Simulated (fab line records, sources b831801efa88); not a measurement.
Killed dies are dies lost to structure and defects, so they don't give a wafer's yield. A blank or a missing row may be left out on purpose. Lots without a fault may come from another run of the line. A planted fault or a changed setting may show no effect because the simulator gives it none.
fab line records | flow sfq_line
record lots=7 wafers=21 last_day=86
route steps=325 shown M1@66 I1@73
lots that met no fault: from a run of the same line without faults
start_h: hours from the record's first day to the start of the lot's first wafer shown | wait_h: hours since the lot's step before | " the same as in the row above | L1.1+2: a row that stands for several wafers | - no value, or no start given | * or withheld: withheld | < > ~ a bound
route shown NAME@n: a module of which the file shows steps, and the number in the route of the first | usual: mean/standard deviation of fault-free wafers | same: alike in all rows | chamber/n: place in a boat | sites: the reading at each site | _std_site: their standard deviation | _edge_site: outer sites' mean less inner sites' | radius_mm: how far each site lies from the wafer's centre | mask NAME#n: copy n | behind: the tool/chamber that last shaped the wafer | hold: why the lot was held/for how many hours/how that ended | device: the transistor (n, p or np) that didn't switch | end of line: the same wafers' tests at the end of the route | a step without rows: its recipe alone | killed: dies lost to structure and defects at the first sort, not the wafer's yield | map: a wafer's dies, x killed, . not, _ none there
set.NAME: the setting as run; set.NAME@STEP: as run at that earlier step | model.NAME: the simulator's own value behind a step, which no gauge read
lots at some steps of the route; a table a step, a row a wafer
services: from which hour (start_h, from the record's first day; less than 0 if before it) a tool's chamber was out of use, for how many hours, and why
## steps
# step SFQ_TRILAYER_M1_LITHO_PEB_042
# recipe peb_temp_c=115 peb_time_s=60 resist=KrF
# step SFQ_TRILAYER_M1_LITHO_DEVELOP_041
# recipe time_s=60 resist=KrF
# step SFQ_M1_OVL_MEAS_911
# usual M1_OVL=1/4.9
# columns lot.wafer tool chamber start_h wait_h M1_OVL[nm]
L830.4 overlay-02 - 498.31 0.1 4
L830.5 " - " " -2
L830.6 " - " " 4
L839.4 overlay-01 - 628.44 0.1 0
L839.5 " - " " -1
L839.6 " - " " -6
L841.1 overlay-01 - 642.51 0.1 -2
L841.5 " - " " -5
L841.6 " - " " 4
L842.1 overlay-01 - 649.71 0.1 -7
L842.5 " - " " 1
L842.6 " - " " 0
L846.1 overlay-01 - 685.71 0.1 7
L846.4 " - " " 6
L846.6 " - " " 12
L848.4 overlay-01 - 695.33 0.1 4
L848.5 " - " " 1
L848.6 " - " " 0
L853.1 overlay-02 - 780.70 0.1 10
L853.4 " - " " 0
L853.5 " - " " 10
# step SFQ_TRILAYER_M1_BARC_OPEN_METAL_ETCH_054
# recipe mask_material=PR chemistry=O2 target_depth_nm=125 target=BARC icp_w=600 bias_w=80 pressure_mtorr=10 time_s=41.7
# usual bias_w=79.99/0.23 drypump_motor_current_A=5.9/0.4 he_backside_leak_sccm=3.38/0.19 oes_product_au=0.686/0.0044
# columns lot.wafer tool chamber start_h wait_h bias_w drypump_motor_current_A he_backside_leak_sccm oes_product_au rf_hours_counter_h
L830.4 rie_metal-02 1 498.35 0.0 79.99 6.2 3.24 0.681 -
L830.5 " 1 " " 79.65 6.2 2.98 0.688 -
L830.6 " 0 " " 80.26 5.4 2.93 0.677 -
L839.4 rie_metal-04 0 628.48 0.0 80.23 5.7 3.23 0.696 -
L839.5 " 1 " " 79.77 5.6 3.39 0.681 -
L839.6 " 0 " " 80.09 5.7 3.28 0.687 -
L841.1 rie_metal-03 0 642.54 0.0 80.37 6.3 3.63 0.690 53
L841.5 " 0 " " 80.08 6.2 3.61 0.695 -
L841.6 " 1 " " 80.33 6.5 3.45 0.689 -
L842.1 rie_metal-02 0 649.74 0.0 79.91 5.4 3.15 0.682 106
L842.5 " 0 " " 80.10 5.4 3.47 0.687 -
L842.6 " 1 " " 79.81 6.2 3.45 0.685 -
L846.1 rie_metal-03 0 685.74 0.0 79.95 6.2 3.44 0.688 62
L846.4 " 0 " " 80.21 6.2 3.35 0.688 -
L846.6 " 0 " " 79.90 6.2 3.41 0.688 -
L848.4 rie_metal-02 1 695.36 0.0 79.55 6.2 3.69 0.682 -
L848.5 " 1 " " 79.88 6.2 3.37 0.694 -
L848.6 " 0 " " 79.80 5.4 3.38 0.693 -
L853.1 rie_metal-03 0 780.74 0.0 79.85 6.2 3.50 0.685 75
L853.4 " 0 " " 79.76 6.2 3.38 0.689 -
L853.5 " 1 " " 79.99 6.6 3.38 0.691 -
# step SFQ_TRILAYER_M1_ETCH_METAL_ETCH_042
# recipe target=Nb stop_on=SiO2 mask_material=PR chemistry=Cl2/Ar target_depth_nm=240 icp_w=600 bias_w=80 pressure_mtorr=10 time_s=120
# step SFQ_TRILAYER_M1_STRIP_STRIP_043
# recipe gas=O2 power_w=200 platen_temp_c=40 overash_fraction=0.65 chemistry=O2 pressure_mtorr=50
# usual drypump_motor_current_A=5.9/0.4 he_backside_leak_sccm=3.40/0.21 oes_product_au=1.000/0.012
# columns lot.wafer tool chamber start_h wait_h drypump_motor_current_A he_backside_leak_sccm oes_product_au rf_hours_counter_h
L830.4 rie_metal-02 1 498.71 0.2 6.2 3.17 1.013 -
L830.5 " 1 " " 6.2 3.21 1.015 -
L830.6 " 0 " " 5.4 3.25 1.005 -
L839.4 rie_metal-04 0 628.85 0.2 5.7 3.11 0.980 -
L839.5 " 1 " " 5.6 3.56 0.984 -
L839.6 " 0 " " 5.7 3.11 0.963 -
L841.1 rie_metal-03 0 642.73 0.1 6.2 3.63 1.005 53
L841.5 " 0 " " 6.2 3.75 1.016 -
L841.6 " 1 " " 6.7 3.61 1.006 -
L842.1 rie_metal-02 0 649.93 0.1 5.4 3.43 0.998 106
L842.5 " 0 " " 5.4 3.58 0.993 -
L842.6 " 1 " " 6.2 3.27 1.001 -
L846.1 rie_metal-03 0 686.11 0.2 6.2 3.50 1.018 62
L846.4 " 0 " " 6.2 3.65 1.006 -
L846.6 " 0 " " 6.2 3.48 1.021 -
L848.4 rie_metal-02 1 695.73 0.2 6.2 3.35 1.011 -
L848.5 " 1 " " 6.2 3.27 1.018 -
L848.6 " 0 " " 5.4 3.36 1.015 -
L853.1 rie_metal-03 0 780.93 0.1 6.2 3.60 1.010 75
L853.4 " 0 " " 6.2 3.56 1.003 -
L853.5 " 1 " " 6.6 3.37 1.000 -
# step SFQ_TRILAYER_M1_STRIP_SOLV_CLEAN_044
# recipe chemistry=NMP temp_c=70 time_s=600
# step SFQ_TRILAYER_I1_DEP_PECVD_045
# recipe material=SiO2 temp_c=150 time_s=111.11 pressure_torr=2.4 rf_w=183.3 precursor=SiH4/N2O target_thk_nm=500
# step SFQ_TRILAYER_I1_CMP_CMP_046
# recipe material=SiO2 down_force_psi=3 platen_rpm=60 pad_velocity_m_s=0.94248
# usual motor_current_A=10.0/0.61 slurry_filter_dp_kPa=13.53/0.13 time_to_endpoint_s=212/7.8
# columns lot.wafer tool chamber start_h wait_h motor_current_A slurry_filter_dp_kPa time_to_endpoint_s
L830.4 cmp-02 3 499.87 0.5 9.7 13.68 208
L830.5 " 2 501.37 2.0 10.6 13.37 225
L830.6 " 3 " " 9.5 13.23 208
L839.4 cmp-02 1 632.75 3.3 10.3 13.47 199
L839.6 " 1 634.75 5.3 9.7 13.67 211
L839.5 " 2 " " 10.9 13.60 220
L841.1 cmp-02 3 648.75 5.2 9.8 13.35 212
L841.6 " 1 649.75 6.2 9.8 13.67 204
L841.5 " 2 " " 10.6 13.53 227
L842.1 cmp-02 3 651.96 1.0 9.7 13.60 207
L842.5 " 1 652.96 2.0 9.2 13.43 216
L842.6 " 2 " " 11.2 13.74 224
L846.4 cmp-01 0 691.86 4.3 11.0 13.45 226
L846.1 " 1 " " 9.8 13.32 230
L846.6 " 0 693.86 6.3 10.6 13.35 220
L848.4 cmp-02 2 697.76 1.4 10.8 13.73 215
L848.6 " 2 699.76 3.4 10.6 13.32 208
L848.5 " 3 " " 9.3 13.65 217
L853.4 cmp-02 0 798.62 16.7 10.3 13.77 211
L853.1 " 1 " " 9.8 13.58 212
L853.5 " 3 800.12 18.2 9.2 13.64 214
# step SFQ_I1_BOW_MEAS_912
# recipe mode=bow
# usual I1_BOW=0/6.6
# columns lot.wafer tool chamber start_h wait_h I1_BOW[um]
L830.4 film_metro-04 - 502.43 2.1 -4
L830.5 " - " " -7
L830.6 " - " " -6
L839.4 film_metro-01 - 635.81 2.6 6
L839.5 " - " " 6
L839.6 " - " " 3
L841.1 film_metro-04 - 650.75 1.5 -6
L841.5 " - " " 8
L841.6 " - " " -1
L842.1 film_metro-04 - 653.96 1.5 -6
L842.5 " - " " -17
L842.6 " - " " 14
L846.1 film_metro-03 - 694.36 1.5 6
L846.4 " - " " 15
L846.6 " - " " 2
L848.4 film_metro-04 - 700.82 2.6 -1
L848.5 " - " " 1
L848.6 " - " " 2
L853.1 film_metro-01 - 801.12 1.5 -6
L853.4 " - " " -8
L853.5 " - " " -7
# step SFQ_TRILAYER_I1_METRO_MEASURE_047
# step SFQ_TRILAYER_I1_VIA_LITHO_COAT_054
# recipe resist=BARC spin_rpm=3000 resist_thk_nm=62
# step SFQ_TRILAYER_I1_VIA_LITHO_COAT_049
# recipe resist=KrF spin_rpm=3000 resist_thk_nm=650
# columns lot.wafer tool chamber start_h wait_h model.KrF_of_TRILAYER_I1_VIA_LITHO_COAT_049.thk_nm
L830.4 litho_track-02 0 504.14 0.2 653.9
L830.5 " 0 " " 652.9
L830.6 " 0 " " 651.3
L839.4 litho_track-02 0 637.52 0.2 695.9
L839.5 " 0 " " 697.1
L839.6 " 0 " " 696.7
L841.1 litho_track-02 0 652.37 0.2 693.1
L841.5 " 0 " " 694.3
L841.6 " 0 " " 695.7
L842.1 litho_track-02 0 655.58 0.2 691.6
L842.5 " 0 " " 692.7
L842.6 " 0 " " 693.9
L846.1 litho_track-03 0 695.98 0.2 644.4
L846.4 " 0 " " 646
L846.6 " 0 " " 646.2
L848.4 litho_track-03 0 702.53 0.2 648.6
L848.5 " 0 " " 650.2
L848.6 " 0 " " 647.2
L853.1 litho_track-03 0 802.74 0.2 644.9
L853.4 " 0 " " 647.2
L853.5 " 0 " " 644.8
# step SFQ_TRILAYER_I1_VIA_LITHO_SOFTBAKE_053
# recipe temp_c=withheld time_s=withheld resist=KrF
# step SFQ_TRILAYER_I1_VIA_LITHO_EXPOSE_050
# recipe mask_id=I1 na=0.6 source_shape=conventional sigma_outer=0.65 target_cd_nm=500 dose_mj=21.3
# step SFQ_TRILAYER_I1_VIA_LITHO_PEB_052
# recipe peb_temp_c=115 peb_time_s=60 resist=KrF
# step SFQ_TRILAYER_I1_VIA_LITHO_DEVELOP_051
# recipe time_s=60 resist=KrF
# step SFQ_I1_OVL_MEAS_913
# usual I1_OVL=0/4.9
# columns lot.wafer tool chamber start_h wait_h I1_OVL[nm]
L830.4 overlay-01 - 644.04 0.1 -3
L830.5 " - " " -5
L830.6 " - " " 0
L839.4 overlay-01 - 654.84 0.1 -6
L839.5 " - " " -3
L839.6 " - " " -8
L841.1 overlay-01 - 800.03 0.1 3
L841.5 " - " " -3
L841.6 " - " " -7
L842.1 overlay-02 - 808.43 0.1 3
L842.5 " - " " 3
L842.6 " - " " -5
L846.1 overlay-02 - 843.63 0.1 4
L846.4 " - " " 6
L846.6 " - " " 4
L848.4 overlay-02 - 849.64 0.1 8
L848.5 " - " " -7
L848.6 " - " " 6
L853.1 overlay-02 - 937.56 0.1 0
L853.4 " - " " -5
L853.5 " - " " 0
# step SFQ_TRILAYER_I1_VIA_BARC_OPEN_VIA_ETCH_071
# recipe mask_material=PR chemistry=O2 target_depth_nm=125 target=BARC source_w=500 bias_w=80 pressure_mtorr=30 time_s=41.7
# usual bias_w=79.99/0.24 drypump_motor_current_A=5.56/0.24 oes_product_au=0.685/0.0052
# columns lot.wafer tool chamber start_h wait_h bias_w drypump_motor_current_A oes_product_au rf_hours_counter_h
L830.4 rie_diel-02 2 644.06 0.0 80.35 5.55 0.683 1
L830.5 " 0 " " 80.33 5.46 0.676 -
L830.6 " 3 " " 80.22 5.75 0.683 -
L839.4 rie_diel-02 1 654.86 0.0 79.66 5.76 0.682 4
L839.5 " 3 " " 79.76 5.77 0.684 -
L839.6 " 0 " " 79.89 5.45 0.681 -
L841.1 rie_diel-02 3 800.07 0.0 80.48 5.78 0.692 7
L841.5 " 2 " " 79.54 5.55 0.681 -
L841.6 " 1 " " 80.15 5.76 0.695 -
L842.1 rie_diel-04 3 808.47 0.0 80.22 5.37 0.689 5
L842.5 " 2 " " 79.79 5.25 0.690 -
L842.6 " 3 " " 80.03 5.39 0.695 -
L846.1 rie_diel-04 1 843.66 0.0 80.04 5.95 0.671 9
L846.4 " 2 " " 80.14 5.21 0.688 7
L846.6 " 1 " " 79.95 5.96 0.681 -
L848.4 rie_diel-04 2 849.66 0.0 79.78 5.24 0.689 7
L848.5 " 2 " " 79.81 5.26 0.683 -
L848.6 " 1 " " 80.18 5.95 0.680 -
L853.1 rie_diel-02 3 937.59 0.0 79.94 5.78 0.692 9
L853.4 " 1 " " 80.17 5.75 0.683 8
L853.5 " 2 " " 79.98 5.58 0.685 -
# step SFQ_TRILAYER_I1_VIA_ETCH_VIA_ETCH_052
# recipe target=SiO2 stop_on=Nb mask_material=PR taper_deg=20 chemistry=CHF3 target_depth_nm=260 source_w=500 bias_w=80 pressure_mtorr=30 time_s=withheld
# usual bias_w=80.02/0.22 drypump_motor_current_A=5.56/0.24 oes_product_au=0.854/0.0052
# columns lot.wafer tool chamber start_h wait_h bias_w drypump_motor_current_A oes_product_au model.KrF_of_TRILAYER_I1_VIA_LITHO_COAT_049.thk_nm
L830.4 rie_diel-02 2 644.10 0.0 79.65 5.52 0.855 530.7
L830.5 " 0 " " 80.33 5.48 0.868 529.2
L830.6 " 3 " " 80.22 5.80 0.858 530.1
L839.4 rie_diel-02 1 654.90 0.0 80.16 5.75 0.855 574.4
L839.5 " 3 " " 79.70 5.79 0.856 576.4
L839.6 " 0 " " 79.89 5.46 0.854 572.9
L841.1 rie_diel-02 3 800.11 0.0 80.00 5.77 0.844 573.2
L841.5 " 2 " " 80.34 5.56 0.855 568.9
L841.6 " 1 " " 79.95 5.76 0.845 574
L842.1 rie_diel-04 3 808.51 0.0 79.76 5.38 0.850 568.7
L842.5 " 2 " " 80.06 5.23 0.854 569.7
L842.6 " 3 " " 80.17 5.39 0.860 571.3
L846.1 rie_diel-04 1 843.70 0.0 80.04 5.95 0.857 523.4
L846.4 " 2 " " 79.94 5.22 0.857 524.5
L846.6 " 1 " " 79.92 5.96 0.852 525.1
L848.4 rie_diel-04 2 849.70 0.0 79.77 5.23 0.858 527.4
L848.5 " 2 " " 79.56 5.23 0.846 528.8
L848.6 " 1 " " 79.90 5.96 0.853 526.3
L853.1 rie_diel-02 3 937.63 0.0 80.00 5.77 0.854 523.6
L853.4 " 1 " " 79.54 5.76 0.849 523.5
L853.5 " 2 " " 80.32 5.51 0.850 519.6
# step SFQ_TRILAYER_I1_VIA_STRIP_STRIP_053
# recipe gas=O2 power_w=200 platen_temp_c=40 overash_fraction=0.65 chemistry=O2 pressure_mtorr=50
# usual drypump_motor_current_A=5.7/0.4 he_backside_leak_sccm=3.48/0.21 oes_product_au=0.994/0.013
# columns lot.wafer tool chamber start_h wait_h drypump_motor_current_A he_backside_leak_sccm oes_product_au rf_hours_counter_h
L830.4 rie_metal-03 0 644.42 - 6.2 3.46 1.011 -
L830.5 " 0 " " 6.2 3.46 1.000 -
L830.6 " 1 " " 6.6 3.60 1.014 -
L839.4 rie_metal-01 0 655.22 - 5.6 3.62 0.992 -
L839.5 " 0 " " 5.5 3.71 1.012 -
L839.6 " 1 " " 5.3 3.45 0.981 -
L841.1 rie_metal-04 0 800.22 - 5.7 3.11 0.999 48
L841.5 " 0 " " 5.7 3.17 0.994 -
L841.6 " 1 " " 5.5 3.75 0.992 -
L842.1 rie_metal-03 1 808.62 - 6.6 3.48 1.009 18
L842.5 " 1 " " 6.6 3.45 1.025 -
L842.6 " 0 " " 6.2 3.81 1.012 -
L846.1 rie_metal-01 0 843.82 - 5.6 3.47 0.987 63
L846.4 " 1 " " 5.3 3.73 0.973 -
L846.6 " 1 " " 5.3 3.62 0.982 -
L848.4 rie_metal-03 0 850.02 - 6.2 3.51 1.010 -
L848.5 " 1 " " 6.6 3.49 1.008 -
L848.6 " 0 " " 6.2 3.56 1.009 -
L853.1 rie_metal-01 1 937.75 - 5.3 3.58 0.987 94
L853.4 " 1 " " 5.3 3.52 0.979 -
L853.5 " 1 " " 5.3 3.44 0.975 -
## services
# columns tool chamber start_h hours kind
rie_diel-04 3 498.77 2.7 repair
rie_diel-02 2 511.69 12.7 repair
cmp-02 - 516.14 2.0 repair
rie_metal-03 - 540.77 2.8 pm
rie_diel-02 - 546.72 2.8 pm
rie_diel-04 3 550.17 23.3 repair
rie_diel-02 3 552.27 40.7 repair
rie_diel-04 2 559.30 8.7 repair
rie_diel-04 0 559.67 9.6 repair
rie_diel-02 1 566.85 6.0 repair
rie_diel-02 2 572.82 10.1 repair
rie_diel-04 0 573.18 9.8 repair
cmp-02 - 626.38 3.4 repair
rie_metal-03 1 669.19 3.6 repair
rie_diel-02 1 676.52 4.2 repair
rie_metal-02 - 686.48 0.4 repair
rie_metal-03 0 735.92 6.7 repair
rie_diel-02 1 744.80 2.3 repair
rie_diel-02 1 770.43 4.3 repair
rie_metal-03 - 770.64 0.7 repair
rie_diel-02 0 785.22 20.2 repair
rie_diel-02 0 843.31 5.9 repair
rie_diel-02 - 848.31 14.6 pm
rie_metal-03 - 923.49 0.7 repair
## key
first_sign none at tools or gauges
model_effect step=SFQ_TRILAYER_I1_VIA_LITHO_COAT_049 value=KrF_of_TRILAYER_I1_VIA_LITHO_COAT_049.thk_nm without=651.9 struck=694.6
model_effect step=SFQ_TRILAYER_I1_VIA_ETCH_VIA_ETCH_052 value=KrF_of_TRILAYER_I1_VIA_LITHO_COAT_049.thk_nm without=529.5 struck=572.2
met_at SFQ_TRILAYER_I1_VIA_LITHO_COAT_049
struck_wafers L839.4,L839.5,L839.6,L841.1,L841.5,L841.6,L842.1,L842.5,L842.6
onset_between 504.14 637.52
fault kind=process_parameter_drift tool=litho_track-02 chamber=- onset_h=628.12 steps=SFQ_TRILAYER_I1_VIA_LITHO_COAT_049 channel=resist_thk_nm offset=42.59 shape=step end_h=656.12 acts_in=these_recipes_only stated=650
